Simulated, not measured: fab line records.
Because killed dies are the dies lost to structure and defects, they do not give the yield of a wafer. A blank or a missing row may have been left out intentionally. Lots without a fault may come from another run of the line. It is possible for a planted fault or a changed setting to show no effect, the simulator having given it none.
Which of the tools did it?	flow sky130	15 lots with 45 wafers sampled at 5 steps, on a route of 708 steps

== WHAT EACH GAUGE READ, for each wafer ==
SKY_LDD_P_TW_MEAS_11.
lot	measured	on	LDD_P_TW
L462	day 20 03:01	filmMetro-02	650 650 648
L463	day 20 07:47	filmMetro-02	650 650 648
L464	day 20 15:49	filmMetro-02	652 649 655
L465	day 21 07:55	filmMetro-01	633 635 628
L466	day 21 13:27	filmMetro-01	629 630 634
L467	day 21 16:29	filmMetro-01	629 631 635
L468	day 22 01:28	filmMetro-02	652 649 649
L469	day 22 21:54	filmMetro-03	626 627 626
L470	day 22 22:37	filmMetro-01	629 628 631
L471	day 23 07:24	filmMetro-02	649 650 646
L473	day 24 05:40	filmMetro-01	630 633 632
L474	day 24 10:10	filmMetro-01	1042 1045 1043
L475	day 24 18:20	filmMetro-01	1046 1041 1043
L476	day 24 19:01	filmMetro-03	1039 1040 1040
L477	day 25 12:09	filmMetro-01	1046 1044 1042

SKY_RES_XHIGH_TW_MEAS_09.
lot	measured	on	RES_XHIGH_TW
L462	day 27 21:34	filmMetro-02	1676 1675 1671
L463	day 28 01:47	filmMetro-04	1654 1657 1667
L464	day 28 07:40	filmMetro-01	1610 1613 1611
L465	day 29 03:04	filmMetro-04	1637 1641 1644
L466	day 29 05:23	filmMetro-02	1665 1667 1666
L467	day 29 09:19	filmMetro-01	1628 1623 1630
L468	day 29 15:22	filmMetro-02	1663 1663 1662
L469	day 30 12:14	filmMetro-04	1630 1633 1624
L470	day 30 14:28	filmMetro-04	1633 1627 1642
L471	day 30 18:31	filmMetro-02	1660 1659 1675
L473	day 31 17:52	filmMetro-04	1655 1651 1652
L474	day 31 23:46	filmMetro-02	1665 1673 1671
L475	day 32 03:55	filmMetro-02	1662 1659 1669
L476	day 32 04:13	filmMetro-04	1634 1641 1645
L477	day 32 22:31	filmMetro-04	1651 1647 1649

SKY_SD_N_RS_MEAS_17: measurement is done with a four-point probe.
lot	measured	on	SD_P_RS (ohm/sq)
L462	day 29 03:28	filmMetro-02	147.2 146.8 147.0
L463	day 29 07:37	filmMetro-02	147.5 146.9 147.7
L464	day 29 13:47	filmMetro-04	147.3 147.5 147.5
L465	day 30 08:37	filmMetro-04	146.1 146.4 146.2
L466	day 30 11:08	filmMetro-02	146.7 146.8 146.8
L467	day 30 15:29	filmMetro-04	147.0 147.3 147.5
L468	day 30 20:40	filmMetro-02	147.0 147.0 147.0
L469	day 31 17:38	filmMetro-01	147.4 147.1 147.3
L470	day 31 18:52	filmMetro-04	147.4 147.2 146.9
L471	day 32 00:19	filmMetro-04	146.6 147.5 147.0
L473	day 32 23:04	filmMetro-01	146.9 147.3 147.6
L474	day 33 04:27	filmMetro-02	147.2 147.6 147.3
L475	day 33 08:59	filmMetro-04	146.5 146.5 146.6
L476	day 33 09:05	filmMetro-01	147.4 147.3 147.3
L477	day 34 02:46	filmMetro-01	146.9 146.9 146.7

== TOOL THAT RAN EACH LOT (tool first, then ch and the chambers of the sampled wafers, then the start) ==
lot	SKY_LDD_P_IMPLANT_09	SKY_SD_N_RTA_14
L462	implanter-02 ch 0, day 20 02:46	rtpAnneal-02 ch 0, day 29 03:10
L463	implanter-04 ch 0, day 20 07:34	rtpAnneal-01 ch 0, day 29 07:18
L464	implanter-01 ch 0, day 20 15:34	rtpAnneal-02 ch 0, day 29 13:29
L465	implanter-01 ch 0, day 21 07:40	rtpAnneal-01 ch 0, day 30 08:19
L466	implanter-04 ch 0, day 21 13:14	rtpAnneal-02 ch 0, day 30 10:48
L467	implanter-02 ch 0, day 21 16:15	rtpAnneal-01 ch 0, day 30 15:11
L468	implanter-02 ch 0, day 22 01:13	rtpAnneal-02 ch 0, day 30 20:22
L469	implanter-04 ch 0, day 22 21:41	rtpAnneal-01 ch 0, day 31 17:18
L470	implanter-02 ch 0, day 22 22:22	rtpAnneal-02 ch 0, day 31 18:34
L471	implanter-04 ch 0, day 23 07:09	rtpAnneal-01 ch 0, day 32 00:02
L473	implanter-02 ch 0, day 24 05:25	rtpAnneal-01 ch 0, day 32 22:46
L474	implanter-04 ch 0, day 24 09:55	rtpAnneal-02 ch 0, day 33 04:10
L475	implanter-01 ch 0, day 24 18:06	rtpAnneal-01 ch 0, day 33 08:41
L476	implanter-04 ch 0, day 24 18:46	rtpAnneal-02 ch 0, day 33 08:47
L477	implanter-01 ch 0, day 25 11:54	rtpAnneal-01 ch 0, day 34 02:29
- SKY_LDD_P_IMPLANT_09
- SKY_SD_N_RTA_14: time 2 s.

== WHAT THE TOOLS THEMSELVES READ (means of the sampled wafers that have a number; where no wafer has one, the mark that the record gives instead) ==
SKY_SD_N_RTA_14.
lot	tool	lampPowerPct (%)	wafer_temp_C_max
L462	rtpAnneal-02	15.68	1078.2
L463	rtpAnneal-01	15.78	1077.7
L464	rtpAnneal-02	15.72	1078.2
L465	rtpAnneal-01	15.68	1078.1
L466	rtpAnneal-02	15.73	1078.2
L467	rtpAnneal-01	15.76	1079.0
L468	rtpAnneal-02	15.75	1078.2
L469	rtpAnneal-01	15.73	1079.0
L470	rtpAnneal-02	15.72	1076.3
L471	rtpAnneal-01	15.73	1077.6
L473	rtpAnneal-01	15.73	1078.3
L474	rtpAnneal-02	15.79	1077.6
L475	rtpAnneal-01	15.70	1078.1
L476	rtpAnneal-02	15.77	1078.5
L477	rtpAnneal-01	15.70	1078.6

== THE ANSWER, worked out from the rows above alone ==
Rule: usual is defined by the lots themselves. The widest of any qualifying gaps counts: lots, ordered by their means at a reading, are off when they make up no more than a third of the lots, leave a main group of 4 or more, and stand apart from it by 3 or more times the standard deviation of that group's means. A main group is skipped when, at the precision printed for the reading in the tables above, its means are all equal. A lot without any number at a reading at which 4 lots or more have one is off too. Where the step has rows for the other lots, those lots are counted as sound. The gauges are gone through in route order, then the tools' own readings, and for those a lot's mean is taken as printed above. The first step at which some lot is off is used, and at that step the reading that is off furthest; a lot without a number counts as furthest.
Off: L474, L475, L476, L477, at SKY_LDD_P_TW_MEAS_11 (LDD_P_TW). For the main group the mean is 639 and the standard deviation 9.8.
If a tool, at a process step before that reading, ran all the lots that are off and no sound lot after the first of them, it fits. The gauges at SKY_LDD_P_TW_MEAS_11 are tried like those tools. No candidate that was tried fits.

== WHAT THE SIMULATOR HAD INSERTED ==
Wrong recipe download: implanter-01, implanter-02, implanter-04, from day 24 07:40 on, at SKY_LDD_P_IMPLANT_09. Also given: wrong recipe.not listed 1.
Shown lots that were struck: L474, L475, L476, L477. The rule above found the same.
